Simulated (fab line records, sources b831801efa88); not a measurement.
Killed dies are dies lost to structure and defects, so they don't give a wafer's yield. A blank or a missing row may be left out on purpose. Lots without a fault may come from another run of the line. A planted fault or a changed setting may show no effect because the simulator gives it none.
Which tool did it? | flow gf180mcu | 12 lots, 36 wafers sampled, at 4 steps of a route of 602

WHAT THE GAUGES READ, wafer by wafer
GF_MVPSD_TW_MEAS_11. Usual: MVPSD_TW 554, standard deviation 4.3.
lot  | measured     | on            | MVPSD_TW       | flag
L312 | day 5 02:11  | film_metro-01 | 556 562 559    |
L313 | day 5 08:19  | film_metro-02 | 552 555 552    |
L314 | day 5 12:47  | film_metro-01 | 561 559 558    |
L315 | day 5 17:55  | film_metro-02 | 553 557 550    |
L317 | day 6 04:35  | film_metro-01 | 558 560 562    |
L320 | day 7 00:59  | film_metro-01 | 558 560 557    |
L323 | day 7 18:38  | film_metro-01 | 562 560 562    |
L324 | day 8 01:43  | film_metro-04 | 553 551 552    |
L325 | day 8 07:25  | film_metro-02 | 551 550 549    |
L331 | day 9 18:26  | film_metro-02 | 1048 1047 1047 | OFF
L332 | day 10 00:41 | film_metro-04 | 1023 1027 1031 | OFF
L333 | day 10 06:20 | film_metro-02 | 1041 1042 1050 | OFF

GF_VT_IMPLANT_RS_MEAS_49: measures by four-point-probe. Usual: MVPSD_RS 1168.0 ohm/sq, standard deviation 2.6.
lot  | measured     | on            | MVPSD_RS (ohm/sq)    | flag
L312 | day 7 15:05  | film_metro-01 | 1168.1 1164.9 1171.9 |
L313 | day 7 22:05  | film_metro-04 | 1168.1 1167.6 1171.8 |
L314 | day 8 04:11  | film_metro-02 | 1165.2 1170.5 1171.2 |
L315 | day 8 09:40  | film_metro-04 | 1169.6 1170.3 1172.6 |
L317 | day 8 20:52  | film_metro-04 | 1165.7 1161.9 1167.0 |
L320 | day 9 20:41  | film_metro-04 | 1168.5 1168.2 1167.2 |
L323 | day 10 16:50 | film_metro-01 | 1166.0 1165.6 1164.2 |
L324 | day 11 00:02 | film_metro-01 | 1166.5 1167.5 1166.9 |
L325 | day 11 05:41 | film_metro-01 | 1166.7 1164.2 1166.6 |
L331 | day 12 21:11 | film_metro-02 | 1567.5 1565.9 1567.3 | OFF
L332 | day 13 04:22 | film_metro-02 | 1569.1 1563.4 1563.0 | OFF
L333 | day 13 10:14 | film_metro-04 | 1567.3 1566.6 1564.1 | OFF

GF_SAB_THK_MEAS_01. Usual: SAB_CVD_00_THK 50.1 nm, standard deviation 0.57.
lot  | measured     | on            | SAB_CVD_00_THK (nm) | flag
L312 | day 14 05:24 | film_metro-03 | 49.8 50.5 50.9      |
L313 | day 14 19:41 | film_metro-01 | 50.1 50.5 50.6      |
L314 | day 15 04:58 | film_metro-03 | 50.2 50.6 51.0      |
L315 | day 15 10:15 | film_metro-02 | 50.2 50.8 50.7      |
L317 | day 15 21:25 | film_metro-03 | 50.4 51.2 50.6      |
L320 | day 17 02:41 | film_metro-01 | 50.1 50.4 51.3      |
L323 | day 18 06:11 | film_metro-01 | 49.9 49.6 50.8      |
L324 | day 18 15:08 | film_metro-03 | 49.6 49.3 48.9      |
L325 | day 18 21:43 | film_metro-01 | 49.5 49.4 50.2      |
L331 | day 20 23:08 | film_metro-02 | 50.3 49.6 50.4      |
L332 | day 21 08:35 | film_metro-03 | 50.2 50.3 50.1      |
L333 | day 21 12:02 | film_metro-01 | 50.1 50.2 50.8      |

WHICH TOOL RAN EACH LOT (tool, then ch and the chambers of the sampled wafers, then the start)
lot  | GF_MVPSD_IMPLANT_08
L312 | implanter-01 ch 0, day 5 01:47
L313 | implanter-03 ch 0, day 5 07:55
L314 | implanter-01 ch 0, day 5 12:24
L315 | implanter-03 ch 0, day 5 17:32
L317 | implanter-01 ch 0, day 6 04:11
L320 | implanter-03 ch 0, day 7 00:35
L323 | implanter-01 ch 0, day 7 18:14
L324 | implanter-03 ch 0, day 8 01:19
L325 | implanter-01 ch 0, day 8 07:01
L331 | implanter-03 ch 0, day 9 18:02
L332 | implanter-01 ch 0, day 10 00:17
L333 | implanter-04 ch 0, day 10 05:56
- GF_MVPSD_IMPLANT_08

WHAT THE TOOLS THEMSELVES READ (means of the sampled wafers that have a number; where no wafer has one, the mark that the record gives instead)
GF_MVPSD_IMPLANT_08. Usual: dose_ions_cm2 1.5002e+13, standard deviation 1.7e+10.
lot  | tool         | dose_ions_cm2 | flag
L312 | implanter-01 | 1.4985e+13    |
L313 | implanter-03 | 1.4997e+13    |
L314 | implanter-01 | 1.5007e+13    |
L315 | implanter-03 | 1.5009e+13    |
L317 | implanter-01 | 1.4981e+13    |
L320 | implanter-03 | 1.5006e+13    |
L323 | implanter-01 | 1.5024e+13    |
L324 | implanter-03 | 1.4995e+13    |
L325 | implanter-01 | 1.5006e+13    |
L331 | implanter-03 | 1.4999e+13    |
L332 | implanter-01 | 1.4977e+13    |
L333 | implanter-04 | 1.4987e+13    |

THE ANSWER, worked out from the rows above alone
Rule: a lot is off if the mean of its wafers that have a number lies more than 3 standard deviations from the usual mean. A lot without any number at a reading at which 4 lots or more have one is off too. The other lots that the step has rows for count as sound. The gauges are gone through in route order, then the tools' own readings, and for those a lot's mean is taken as printed above. The first step at which some lot is off is used, and at that step the reading that is off furthest; a lot without a number counts as furthest.
Off: L331, L332, L333, at GF_MVPSD_TW_MEAS_11 (MVPSD_TW).
A tool fits if, at a process step before that reading, it ran every lot that is off, and no sound lot after the first of them. The gauges at GF_MVPSD_TW_MEAS_11 are tried like those tools. None of those tried fits.

WHAT THE SIMULATOR HAD PUT IN
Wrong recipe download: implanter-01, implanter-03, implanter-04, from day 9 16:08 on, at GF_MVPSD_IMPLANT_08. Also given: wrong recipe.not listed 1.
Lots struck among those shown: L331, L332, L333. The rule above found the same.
